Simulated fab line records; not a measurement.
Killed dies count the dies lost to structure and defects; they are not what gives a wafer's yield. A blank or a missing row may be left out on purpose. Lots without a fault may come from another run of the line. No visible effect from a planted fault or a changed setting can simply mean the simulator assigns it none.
Which tool was responsible? :: flow sky130 :: 12 lots, 36 wafers sampled, at 3 steps of a route of 708

## WHAT THE GAUGES READ, wafer by wafer
SKY_VIA1_BOW_MEAS_03. Usual: VIA1_BOW 80 um, standard deviation 7.
lot: L957
measured: day 32 20:42
on: filmMetro-02
VIA1_BOW (um): 83 75 81
flag: 

lot: L958
measured: day 33 14:07
on: filmMetro-04
VIA1_BOW (um): 78 64 76
flag: 

lot: L959
measured: day 33 17:12
on: filmMetro-02
VIA1_BOW (um): 86 80 81
flag: 

lot: L960
measured: day 33 22:08
on: filmMetro-02
VIA1_BOW (um): 95 81 85
flag: 

lot: L961
measured: day 34 03:46
on: filmMetro-02
VIA1_BOW (um): 74 78 81
flag: 

lot: L966
measured: day 35 21:55
on: filmMetro-04
VIA1_BOW (um): 80 73 87
flag: 

lot: L967
measured: day 36 02:14
on: filmMetro-04
VIA1_BOW (um): 72 71 77
flag: 

lot: L968
measured: day 36 10:37
on: filmMetro-01
VIA1_BOW (um): 69 71 72
flag: 

lot: L971
measured: day 37 17:22
on: filmMetro-02
VIA1_BOW (um): 78 84 96
flag: 

lot: L972
measured: day 38 01:59
on: filmMetro-01
VIA1_BOW (um): 66 82 82
flag: 

lot: L975
measured: day 38 15:16
on: filmMetro-02
VIA1_BOW (um): 92 88 98
flag: 

lot: L980
measured: day 39 23:38
on: filmMetro-01
VIA1_BOW (um): 75 76 80
flag: 

SKY_VIA1_RS_MEAS_22: measures by four-point-probe. Usual: VIA1_W_RS 0.425 ohm/sq, standard deviation 0.0073.
lot: L957
measured: day 34 00:53
on: filmMetro-02
VIA1_W_RS (ohm/sq): 0.415 0.431 0.414
flag: 

lot: L958
measured: day 34 17:38
on: filmMetro-04
VIA1_W_RS (ohm/sq): 0.422 0.428 0.415
flag: 

lot: L959
measured: day 34 21:04
on: filmMetro-04
VIA1_W_RS (ohm/sq): 0.428 0.421 0.429
flag: 

lot: L960
measured: day 35 02:35
on: filmMetro-04
VIA1_W_RS (ohm/sq): 0.434 0.433 0.430
flag: 

lot: L961
measured: day 35 07:44
on: filmMetro-04
VIA1_W_RS (ohm/sq): 0.432 0.424 0.434
flag: 

lot: L966
measured: day 37 00:36
on: filmMetro-04
VIA1_W_RS (ohm/sq): 0.433 0.429 0.429
flag: 

lot: L967
measured: day 37 05:13
on: filmMetro-01
VIA1_W_RS (ohm/sq): 0.418 0.419 0.433
flag: 

lot: L968
measured: day 37 13:19
on: filmMetro-04
VIA1_W_RS (ohm/sq): 0.420 0.432 0.423
flag: 

lot: L971
measured: day 38 19:04
on: filmMetro-02
VIA1_W_RS (ohm/sq): 0.412 0.429 0.412
flag: 

lot: L972
measured: day 39 03:35
on: filmMetro-02
VIA1_W_RS (ohm/sq): 0.416 0.416 0.428
flag: 

lot: L975
measured: day 39 17:25
on: filmMetro-01
VIA1_W_RS (ohm/sq): 0.427 0.425 0.420
flag: 

lot: L980
measured: day 41 00:46
on: filmMetro-01
VIA1_W_RS (ohm/sq): 0.432 0.423 0.428
flag: 

## EACH LOT AND THE TOOL THAT RAN IT (in order: tool; ch and the chambers of the sampled wafers; start)
lot: L957
SKY_VIA1_STRIP_16: plasmaAsher-03 ch 0,1, day 34 00:05

lot: L958
SKY_VIA1_STRIP_16: plasmaAsher-02 ch 0,1, day 34 16:53

lot: L959
SKY_VIA1_STRIP_16: plasmaAsher-02 ch 1, day 34 20:18

lot: L960
SKY_VIA1_STRIP_16: plasmaAsher-02 ch 0,1, day 35 01:44

lot: L961
SKY_VIA1_STRIP_16: plasmaAsher-02 ch 0,1, day 35 06:58

lot: L966
SKY_VIA1_STRIP_16: plasmaAsher-01 ch 0, day 36 23:47

lot: L967
SKY_VIA1_STRIP_16: plasmaAsher-02 ch 0,1, day 37 04:00

lot: L968
SKY_VIA1_STRIP_16: plasmaAsher-01 ch 0,1, day 37 12:34

lot: L971
SKY_VIA1_STRIP_16: plasmaAsher-01 ch 0,1, day 38 18:19

lot: L972
SKY_VIA1_STRIP_16: plasmaAsher-01 ch 0,1, day 39 02:49

lot: L975
SKY_VIA1_STRIP_16: plasmaAsher-02 ch 0,1, day 39 16:39

lot: L980
SKY_VIA1_STRIP_16: plasmaAsher-01 ch 0,1, day 41 00:00
- SKY_VIA1_STRIP_16: strips in O2/N2.

## WHAT THE TOOLS THEMSELVES READ (means of the sampled wafers that have a number; where no wafer has one, the mark that the record gives instead)
SKY_VIA1_STRIP_16. Usual: drypumpMotorCurrentA 5.9 A, standard deviation 0.58; n2FlowSccm 300.0 sccm, standard deviation 0.97; oesProductAu 0.416 a.u., standard deviation 0.0051; stripTimeToEndpointS 4.465 s, standard deviation 0.027.
lot: L957
tool: plasmaAsher-03
drypumpMotorCurrentA (A): 6.2
n2FlowSccm (sccm): 300.0
oesProductAu (a.u.): 0.416
stripTimeToEndpointS (s): 4.457
flag: 

lot: L958
tool: plasmaAsher-02
drypumpMotorCurrentA (A): 6.0
n2FlowSccm (sccm): 299.0
oesProductAu (a.u.): 0.418
stripTimeToEndpointS (s): 4.464
flag: 

lot: L959
tool: plasmaAsher-02
drypumpMotorCurrentA (A): 4.9
n2FlowSccm (sccm): 300.0
oesProductAu (a.u.): 0.419
stripTimeToEndpointS (s): 4.458
flag: 

lot: L960
tool: plasmaAsher-02
drypumpMotorCurrentA (A): 5.5
n2FlowSccm (sccm): 300.0
oesProductAu (a.u.): 0.413
stripTimeToEndpointS (s): 4.482
flag: 

lot: L961
tool: plasmaAsher-02
drypumpMotorCurrentA (A): 6.0
n2FlowSccm (sccm): 299.2
oesProductAu (a.u.): 0.417
stripTimeToEndpointS (s): 4.460
flag: 

lot: L966
tool: plasmaAsher-01
drypumpMotorCurrentA (A): 5.9
n2FlowSccm (sccm): 299.4
oesProductAu (a.u.): 0.415
stripTimeToEndpointS (s): 4.452
flag: 

lot: L967
tool: plasmaAsher-02
drypumpMotorCurrentA (A): 5.5
n2FlowSccm (sccm): 299.7
oesProductAu (a.u.): 0.417
stripTimeToEndpointS (s): 4.491
flag: 

lot: L968
tool: plasmaAsher-01
drypumpMotorCurrentA (A): 5.8
n2FlowSccm (sccm): 300.4
oesProductAu (a.u.): 0.411
stripTimeToEndpointS (s): 4.430
flag: 

lot: L971
tool: plasmaAsher-01
drypumpMotorCurrentA (A): 5.8
n2FlowSccm (sccm): 301.3
oesProductAu (a.u.): 0.414
stripTimeToEndpointS (s): 4.438
flag: 

lot: L972
tool: plasmaAsher-01
drypumpMotorCurrentA (A): 5.8
n2FlowSccm (sccm): 300.4
oesProductAu (a.u.): 0.415
stripTimeToEndpointS (s): 4.475
flag: 

lot: L975
tool: plasmaAsher-02
drypumpMotorCurrentA (A): 6.0
n2FlowSccm (sccm): 300.0
oesProductAu (a.u.): 0.418
stripTimeToEndpointS (s): 4.471
flag: 

lot: L980
tool: plasmaAsher-01
drypumpMotorCurrentA (A): 5.8
n2FlowSccm (sccm): 301.3
oesProductAu (a.u.): 0.412
stripTimeToEndpointS (s): 4.434
flag: 

## THE ANSWER, worked out from the rows above alone
Rule: a lot counts as off when the mean over its wafers that have a number is more than 3 standard deviations away from the usual mean. A lot without any number at a reading at which 4 lots or more have one is off too. Any other lot the step has rows for is counted as sound. The gauges are gone through in route order, then the tools' own readings, and for those a lot's mean is taken as printed above. At the first step where some lot is off, the reading lying furthest off is the one used; lots without a number count as furthest.
No lot is off at any reading shown: from this, nothing can be told.

## WHAT HAD BEEN PUT IN BY THE SIMULATOR
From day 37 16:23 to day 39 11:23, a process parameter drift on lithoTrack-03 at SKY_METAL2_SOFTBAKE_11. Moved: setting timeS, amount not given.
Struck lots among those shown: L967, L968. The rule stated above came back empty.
